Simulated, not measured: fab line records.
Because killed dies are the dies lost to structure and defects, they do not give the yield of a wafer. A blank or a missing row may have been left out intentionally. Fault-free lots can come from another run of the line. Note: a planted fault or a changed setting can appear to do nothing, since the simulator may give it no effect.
fab line records	flow sky130	part 2 of 2: steps 27 to 37 of 37
record lots=5	wafers=15	last-day=49
route steps=708 shown CAPM@543 METAL3@555 VIA3@573
lots untouched by any fault: they come from a run of this same line in which no faults occurred
start-h: the number of hours between the record's first day and the start of the first shown wafer of the lot	wait-h: time in hours since the lot's previous step	" as in the row above	L1.1+2: several wafers, shown together as one row	- no value present, or no start provided	* or withheld: withheld	< > ~ a bound
route shown NAME@n: NAME is a module with steps in the file, n the number in the route of the first one	usual: mean/standard deviation of fault-free wafers	same: alike in all rows	chamber/n: place in a boat	sites: the reading at each site	_std_site: how widely they spread, as a standard deviation	_edge_site: mean of outer sites minus mean of inner sites	radius-mm: how far each site lies from the wafer's centre	mask NAME#n: copy n	behind: tool/chamber where the wafer was last shaped	hold: what put the lot on hold/how long, in hours/how the hold closed	device: whichever transistor did not switch (one of n, p or np)	end of line: the tests these same wafers got at the end of their route	for a step that has no rows: nothing shown but its recipe	killed: the dies lost at the first sort to structure and to defects; this is not the yield of the wafer	map: a wafer's dies, x killed, . not, _ none there
set.NAME: the setting the step ran with; set.NAME@STEP: the setting that earlier step ran with	model.NAME: the simulator's own value behind a step, which no gauge read
lots seen at some steps along the route; tables by step, rows by wafer
services: a tool's chamber out of use, with start hour (start-h, from the record's first day; less than 0 if before it), hours out, and reason
## steps
# step SKY_METAL3_STRIP_19
# recipe chemistry=O2/N2	power-w=1400	pressure-mtorr=1500	platen-temp-c=withheld	o2-flow-sccm=3000	n2-flow-sccm=300	overash-fraction=0.5
# usual drypump-motor-current-A=5.6/0.55	n2-flow-sccm=300.0/0.84	oes-product-au=0.501/0.0061	strip-time-to-endpoint-s=6.51/0.094
lot.wafer	tool	chamber	start-h	wait-h	drypump-motor-current-A	n2-flow-sccm	oes-product-au	rf-hours-counter-h	strip-time-to-endpoint-s
L077.3	plasma-asher-03	0	935.48	0.1	5.8	298.8	0.494	-	6.30
L077.5	"	0	"	"	5.8	299.8	0.489	-	6.36
L077.6	"	1	"	"	5.0	301.1	0.508	-	6.66
L085.1	plasma-asher-02	1	1012.24	0.1	5.3	302.0	0.513	124	6.66
L085.2	"	0	"	"	6.7	298.7	0.495	124	6.42
L085.5	"	1	"	"	5.4	300.4	0.512	-	6.66
L088.1	plasma-asher-03	1	1015.43	0.1	4.9	299.9	0.513	61	6.61
L088.2	"	0	"	"	5.8	300.2	0.507	61	6.35
L088.5	"	1	"	"	4.9	300.2	0.512	-	6.60
L091.3	plasma-asher-03	1	1019.08	0.1	4.9	301.2	0.499	-	6.51
L091.5	"	1	"	"	5.0	299.2	0.502	-	6.55
L091.6	"	0	"	"	5.8	298.8	0.500	-	6.47
L094.2	plasma-asher-02	1	1029.84	0.1	5.4	299.9	0.503	126	6.55
L094.4	"	0	"	"	6.7	300.0	0.492	-	6.42
L094.5	"	1	"	"	5.3	299.7	0.497	-	6.34
# step SKY_METAL3_STRIP_20
# recipe chemistry=post-etch-residue-remover	time-s=1200	temp-c=72.5
lot.wafer	tool	chamber	start-h	wait-h
L077.3+5+6	wet-bench-03	0	935.54	0.0
L085.1+2+5	wet-bench-03	1	1012.34	0.1
L088.1+2+5	wet-bench-03	1	1015.53	0.1
L091.3+5+6	wet-bench-03	3	1019.14	0.0
L094.2+4+5	wet-bench-03	3	1029.94	0.1
# step SKY_METAL3_CLEAN_21
# recipe chemistry=IPA	time-s=180	temp-c=25
lot.wafer	tool	chamber	start-h	wait-h
L077.3+5+6	wet-bench-03	1	935.88	0.0
L085.1+2+5	wet-bench-04	3	1012.68	0.0
L088.1+2+5	wet-bench-01	2	1015.87	0.0
L091.3+5+6	wet-bench-03	1	1019.54	0.1
L094.2+4+5	wet-bench-01	0	1030.28	0.0
# step SKY_METAL3_CLEAN_22
# recipe chemistry=O3/DIW	dry=n2-spin
lot.wafer	tool	chamber	start-h	wait-h
L077.3+5+6	wet-bench-03	1	935.94	0.0
L085.1+2+5	wet-bench-04	1	1012.98	0.2
L088.1+2+5	wet-bench-03	0	1015.93	0.0
L091.3+5+6	wet-bench-01	3	1019.62	0.0
L094.2+4+5	wet-bench-03	2	1030.34	0.0
# step SKY_VIA3_HDPCVD_00
# recipe material=SiO2	target-thk-nm=1635	sigma-open-frac=0.3	time-s=272.5	temp-c=400	sih4-flow-sccm=60	pressure-mtorr=6
# usual pressure-mtorr=6.000/0.011
lot.wafer	tool	chamber	start-h	wait-h	pressure-mtorr
L077.3	hdpcvd-01	0	936.03	0.0	6.015
L077.5	"	1	"	"	6.003
L077.6	"	2	"	"	5.995
L085.1	hdpcvd-01	0	1013.17	0.0	5.999
L085.2	"	1	"	"	6.014
L085.5	"	0	"	"	6.002
L088.1	hdpcvd-01	0	1016.02	0.0	6.004
L088.2	"	2	"	"	5.992
L088.5	"	0	"	"	5.991
L091.3	hdpcvd-02	1	1019.85	0.1	5.995
L091.5	"	1	"	"	6.020
L091.6	"	0	"	"	5.991
L094.2	hdpcvd-01	0	1030.43	0.0	6.027
L094.4	"	1	"	"	5.984
L094.5	"	2	"	"	6.013
# step SKY_VIA3_THK_MEAS_01
# recipe reads=SiO2_of_VIA3_HDPCVD_00
# usual VIA3_HDPCVD_THK=1635/26
lot.wafer	tool	chamber	start-h	wait-h	VIA3_HDPCVD_THK[nm]
L077.3	film-metro-04	-	936.22	0.1	1633
L077.5	"	-	"	"	1600
L077.6	"	-	"	"	1631
L085.1	film-metro-04	-	1013.34	0.1	1668
L085.2	"	-	"	"	1605
L085.5	"	-	"	"	1678
L088.1	film-metro-02	-	1016.19	0.1	1678
L088.2	"	-	"	"	1653
L088.5	"	-	"	"	1668
L091.3	film-metro-02	-	1020.04	0.1	1622
L091.5	"	-	"	"	1620
L091.6	"	-	"	"	1615
L094.2	film-metro-02	-	1030.61	0.1	1662
L094.4	"	-	"	"	1605
L094.5	"	-	"	"	1620
# step SKY_VIA3_CMP_02
# recipe material=SiO2	down-force-psi=4	platen-rpm=60	pad-velocity-m-s=0.94248
# usual motor-current-A=12.2/1.3	platen-rpm=60.00/0.045
lot.wafer	tool	chamber	start-h	wait-h	motor-current-A	platen-rpm
L077.3	cmp-01	2	936.31	0.1	14.1	60.01
L077.5	"	1	"	"	10.8	59.97
L077.6	"	2	"	"	14.2	59.97
L085.1	cmp-01	3	1013.45	0.1	12.2	60.02
L085.2	"	0	"	"	13.1	59.99
L085.5	"	3	"	"	11.3	59.96
L088.2	cmp-02	2	1016.25	0.0	11.6	59.99
L088.1	"	0	"	"	10.6	60.00
L088.5	"	3	"	"	12.6	59.93
L091.3	cmp-01	3	1020.26	0.2	11.6	60.04
L091.5	"	2	"	"	14.3	59.97
L091.6	"	3	"	"	12.0	59.98
L094.4	cmp-02	1	1030.71	0.1	11.2	60.03
L094.2	"	3	"	"	12.7	60.08
L094.5	"	1	"	"	11.1	60.02
# step SKY_VIA3_BOW_MEAS_03
# recipe mode=bow
# usual VIA3_BOW=79/8.1
lot.wafer	tool	chamber	start-h	wait-h	VIA3_BOW[um]
L077.3	film-metro-03	-	936.60	0.2	58
L077.5	"	-	"	"	63
L077.6	"	-	"	"	62
L085.1	film-metro-03	-	1013.70	0.2	99
L085.2	"	-	"	"	85
L085.5	"	-	"	"	83
L088.1	film-metro-02	-	1016.55	0.1	78
L088.2	"	-	"	"	76
L088.5	"	-	"	"	79
L091.3	film-metro-02	-	1020.55	0.2	66
L091.5	"	-	"	"	74
L091.6	"	-	"	"	80
L094.2	film-metro-02	-	1030.98	0.1	90
L094.4	"	-	"	"	74
L094.5	"	-	"	"	91
# step SKY_VIA3_DEHYDRATE_04
# recipe temp-c=200	time-s=60
# usual heater-power-total-W=160.38/0.12
lot.wafer	tool	chamber	start-h	wait-h	heater-power-total-W
L077.3	litho-track-01	0	947.66	11.0	160.65
L077.5	"	0	"	"	160.22
L077.6	"	0	"	"	160.38
L085.1	litho-track-02	0	1024.54	10.8	160.48
L085.2	"	0	"	"	160.31
L085.5	"	0	"	"	160.41
L088.1	litho-track-02	0	1028.29	11.7	160.51
L088.2	"	0	"	"	160.30
L088.5	"	0	"	"	160.51
L091.3	litho-track-04	0	1031.40	10.8	160.31
L091.5	"	0	"	"	160.19
L091.6	"	0	"	"	160.50
L094.2	litho-track-01	0	1040.74	9.7	160.51
L094.4	"	0	"	"	160.37
L094.5	"	0	"	"	160.27
# step SKY_VIA3_HMDS_05
# recipe prime-time-s=60	prime-temp-c=120
lot.wafer	tool	chamber	start-h	wait-h
L077.3+5+6	litho-track-01	0	947.81	0.1
L085.1+2+5	litho-track-02	0	1024.69	0.1
L088.1+2+5	litho-track-02	0	1028.44	0.1
L091.3+5+6	litho-track-04	0	1031.55	0.1
L094.2+4+5	litho-track-01	0	1040.89	0.1
# step SKY_VIA3_COAT_06
# recipe resist=BARC	temp-c=withheld	time-s=withheld	spin-rpm=3000	resist-thk-nm=60
# usual dispense-pressure-kPa=46.7/2
lot.wafer	tool	chamber	start-h	wait-h	dispense-pressure-kPa
L077.3	litho-track-01	0	947.96	0.1	45.3
L077.5	"	0	"	"	45.3
L077.6	"	0	"	"	45.3
L085.1	litho-track-02	0	1024.84	0.1	46.0
L085.2	"	0	"	"	46.0
L085.5	"	0	"	"	46.0
L088.1	litho-track-02	0	1028.59	0.1	46.0
L088.2	"	0	"	"	46.0
L088.5	"	0	"	"	45.9
L091.3	litho-track-04	0	1031.70	0.1	50.0
L091.5	"	0	"	"	50.0
L091.6	"	0	"	"	50.1
L094.2	litho-track-01	0	1041.04	0.1	45.3
L094.4	"	0	"	"	45.3
L094.5	"	0	"	"	45.3
## services
tool	chamber	start-h	hours	kind
plasma-asher-02	-	880.89	1.8	repair
wet-bench-01	-	899.87	2.1	repair
krf-scanner-01	-	905.96	1.0	pm
cmp-01	-	912.01	4.0	pm
wet-bench-04	-	913.59	1.9	pm
plasma-asher-02	-	924.88	1.4	repair
rie-diel-03	-	934.25	4.3	pm
rie-metal-03	0	938.67	11.0	repair
rie-metal-01	-	940.63	2.8	pm
krf-scanner-01	-	942.60	4.4	pm
plasma-asher-01	-	946.84	2.0	repair
cmp-01	-	971.82	1.0	repair
cmp-01	-	975.98	3.0	repair
krf-scanner-01	-	977.16	1.3	pm
plasma-asher-01	-	978.56	2.8	pm
plasma-asher-03	-	980.89	3.3	repair
hdpcvd-01	-	984.00	0.6	repair
krf-scanner-01	-	986.97	0.3	repair
rie-diel-03	2	988.33	1.7	repair
rie-diel-03	0	997.76	4.1	repair
iline-stepper-01	-	1002.96	1.7	pm
krf-scanner-01	-	1005.11	4.7	repair
rie-metal-03	-	1031.39	0.3	repair
rie-metal-01	0	1036.98	2.0	repair
